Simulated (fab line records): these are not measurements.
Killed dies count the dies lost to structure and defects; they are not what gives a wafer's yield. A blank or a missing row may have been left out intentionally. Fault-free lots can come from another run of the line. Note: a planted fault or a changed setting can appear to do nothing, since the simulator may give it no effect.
What tool caused it? / flow sky130 / 20 wafers sampled from 7 lots at 1 step of a route of 708

## WHAT THE GAUGES SHOWED, per wafer
SKY_LI_CONTACT_THK_MEAS_23: measures by xrf.
lot=L796; measured=day 30 08:53; on=film metro-04; LI_CONTACT_W_THK (nm)=415 421 410
lot=L799; measured=day 31 09:23; on=film metro-02; LI_CONTACT_W_THK (nm)=421 416 420
lot=L803; measured=day 32 09:42; on=film metro-02; LI_CONTACT_W_THK (nm)=416 413 407
lot=L805; measured=day 32 19:20; on=film metro-02; LI_CONTACT_W_THK (nm)=413 416 405
lot=L807; measured=day 33 17:13; on=film metro-01; LI_CONTACT_W_THK (nm)=409 408 406
lot=L809; measured=day 34 06:36; on=film metro-01; LI_CONTACT_W_THK (nm)=417 412
lot=L811; measured=day 34 17:14; on=film metro-04; LI_CONTACT_W_THK (nm)=399 417 410

## WHICH TOOL RAN EACH LOT (tool, then ch and the chambers of the sampled wafers, then the start)
Before these readings, the record contains no process step.

## THE ANSWER, worked out from the rows above alone
Rule: the lots themselves supply what counts as usual. The widest of any qualifying gaps counts: lots, ordered by their means at a reading, are off when they make up no more than a third of the lots, leave a main group of 4 or more, and stand apart from it by 3 or more times the standard deviation of that group's means. A main group is skipped when, at the precision printed for the reading in the tables above, its means are all equal. A lot without any number at a reading at which 4 lots or more have one is off too. Any other lot the step has rows for is counted as sound.
No lot is off at any reading shown: from this, nothing can be told.

## WHAT THE SIMULATOR HAD INSERTED
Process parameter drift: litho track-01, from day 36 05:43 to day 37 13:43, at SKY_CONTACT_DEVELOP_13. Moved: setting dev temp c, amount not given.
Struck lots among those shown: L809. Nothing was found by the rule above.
